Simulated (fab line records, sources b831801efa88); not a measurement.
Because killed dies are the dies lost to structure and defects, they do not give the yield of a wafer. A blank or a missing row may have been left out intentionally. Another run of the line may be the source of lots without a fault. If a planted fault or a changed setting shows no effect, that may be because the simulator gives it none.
Which tool is to blame?	flow gf180mcu	12 lots with 36 wafers sampled at 4 steps, on a route of 602 steps

WHAT THE GAUGES READ, wafer by wafer
GF_M2_OVL_MEAS_15.
lot	measured	on	M2_OVL (nm)
L597	day 19 06:38	overlay-01	-3 -7 -10
L598	day 19 16:19	overlay-02	1 -4 -1
L599	day 19 22:59	overlay-02	1 -4 -4
L600	day 20 15:43	overlay-02	-1 -2 -2
L601	day 20 21:07	overlay-01	9 3 4
L602	day 21 08:07	overlay-02	-2 2 3
L609	day 23 17:08	overlay-02	-11 -7 -11
L610	day 24 00:31	overlay-01	-12 -10 -12
L613	day 24 23:52	overlay-01	3 10 8
L617	day 26 06:16	overlay-01	-7 0 0
L619	day 26 19:07	overlay-02	2 2 -2
L620	day 27 02:04	overlay-02	5 -7 -6

TOOL THAT RAN EACH LOT (tool first, then ch and the chambers of the sampled wafers, then the start)
lot	GF_V1_EXPOSE_11	GF_V1_PEB_12	GF_M2_SPUTTER_02
L597	krf_scanner-01 ch 0, day 17 17:23	litho_track-01 ch 0, day 18 06:18 or earlier	pvd_sputter-03, day 18 06:18
L598	krf_scanner-02 ch 0, day 18 02:49	litho_track-01 ch 0, day 18 16:08 or earlier	pvd_sputter-04, day 18 16:08
L599	krf_scanner-02 ch 0, day 18 08:23	litho_track-03 ch 0, day 18 22:21 or earlier	pvd_sputter-03, day 18 22:21
L600	krf_scanner-01 ch 0, day 19 00:59	litho_track-03 ch 0, day 19 15:03 or earlier	pvd_sputter-02, day 19 15:03
L601	krf_scanner-01 ch 0, day 19 05:42	litho_track-01 ch 0, day 19 19:53 or earlier	pvd_sputter-04, day 19 19:53
L602	krf_scanner-01 ch 0, day 19 19:04	litho_track-01 ch 0, day 20 08:11 or earlier	pvd_sputter-03, day 20 08:11
L609	krf_scanner-02 ch 0, day 22 05:55	litho_track-04 ch 0, day 22 18:08 or earlier	pvd_sputter-03, day 22 18:08
L610	krf_scanner-02 ch 0, day 22 13:13	litho_track-03 ch 0, day 23 02:11 or earlier	pvd_sputter-03, day 23 02:11
L613	krf_scanner-01 ch 0, day 23 13:40	litho_track-03 ch 0, day 24 01:24 or earlier	pvd_sputter-04, day 24 01:24
L617	krf_scanner-01 ch 0, day 24 20:41	litho_track-03 ch 0, day 25 08:38 or earlier	pvd_sputter-04, day 25 08:38
L619	krf_scanner-01 ch 0, day 25 10:43	litho_track-03 ch 0, day 25 22:58 or earlier	pvd_sputter-02, day 25 22:58
L620	krf_scanner-01 ch 0, day 25 18:15	litho_track-03 ch 0, day 26 05:29 or earlier	pvd_sputter-03, day 26 05:29
- GF_V1_EXPOSE_11: exposes mask Via1, target cd 260 nm.
- GF_V1_PEB_12: peb time 92.08 s.
- GF_M2_SPUTTER_02: material AlCu, target thk 450 nm, time 23.9 s.

AS READ BY THE TOOLS THEMSELVES (means over the sampled wafers that have a number; for cases with no such wafer, the mark the record gives instead)
GF_V1_EXPOSE_11.
lot	tool	exposure_dose_mJ_cm2
L597	krf_scanner-01	37.81
L598	krf_scanner-02	37.83
L599	krf_scanner-02	37.83
L600	krf_scanner-01	37.82
L601	krf_scanner-01	37.85
L602	krf_scanner-01	37.77
L609	krf_scanner-02	37.18
L610	krf_scanner-02	37.11
L613	krf_scanner-01	37.81
L617	krf_scanner-01	37.79
L619	krf_scanner-01	37.83
L620	krf_scanner-01	37.85

GF_V1_PEB_12.
lot	tool	plate_sensor_t_centre_C (C)	plate_sensor_t_edge_C (C)
L597	litho_track-01	136.13	136.29
L598	litho_track-01	136.12	136.29
L599	litho_track-03	136.13	136.29
L600	litho_track-03	136.14	136.31
L601	litho_track-01	136.13	136.30
L602	litho_track-01	136.13	136.29
L609	litho_track-04	136.13	136.29
L610	litho_track-03	136.13	136.30
L613	litho_track-03	136.13	136.30
L617	litho_track-03	136.14	136.30
L619	litho_track-03	136.12	136.29
L620	litho_track-03	136.13	136.29

GF_M2_SPUTTER_02.
lot	tool	chamber_pressure_pa (Pa)	throttle_valve_pct (%)
L597	pvd_sputter-03	0.3998	31.4
L598	pvd_sputter-04	0.4006	30.9
L599	pvd_sputter-03	0.4004	30.8
L600	pvd_sputter-02	0.3995	29.7
L601	pvd_sputter-04	0.4006	31.8
L602	pvd_sputter-03	0.3996	31.5
L609	pvd_sputter-03	0.3993	30.0
L610	pvd_sputter-03	0.3999	30.1
L613	pvd_sputter-04	0.3995	29.6
L617	pvd_sputter-04	0.3997	31.1
L619	pvd_sputter-02	0.3991	29.5
L620	pvd_sputter-03	0.3993	31.0

THE ANSWER, worked out from the rows above alone
Rule: the lots themselves supply what counts as usual. Put in order of their means at a reading, lots are off if they are a third of the lots or fewer, leave a main group of 4 or more, and stand apart from it by a gap of 3 or more times the standard deviation of the main group's means; of several such gaps the widest counts. The tables above print the reading to a certain number of digits; a main group whose means all agree to those digits is not used. Also off: a lot with no number at a reading for which 4 or more lots have one. Any other lot the step has rows for is counted as sound. After the gauges, taken in route order, come the tools' own readings; for these a lot's mean is taken, as printed above. The first step at which some lot is off is used, and at that step the reading that is off furthest; a lot without a number counts as furthest.
Off: L609, L610 (GF_V1_EXPOSE_11, exposure_dose_mJ_cm2). The main group: mean 37.82, standard deviation 0.024.
A tool fits if, at that step or a process step before it, it ran every lot that is off, and no sound lot after the first of them. One fits: GF_V1_EXPOSE_11 on krf_scanner-02. Its last sound lot is L599 (day 18 08:23), its first lot that is off L609 (day 22 05:55): a fault that began between those two fits.
The tool's own readings at GF_V1_EXPOSE_11 bear it out: on the lots that are off they differ by more than 5 times the standard deviation of the sound lots' means. exposure_dose_mJ_cm2 reads 37.14 there against 37.82 on the sound lots.

WHAT THE SIMULATOR HAD PUT IN
Drift in process parameters on krf_scanner-02 at GF_V1_EXPOSE_11, starting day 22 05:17. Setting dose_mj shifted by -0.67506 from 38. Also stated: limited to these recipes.
Shown lots that were struck: L609, L610. The same result came from the rule above.
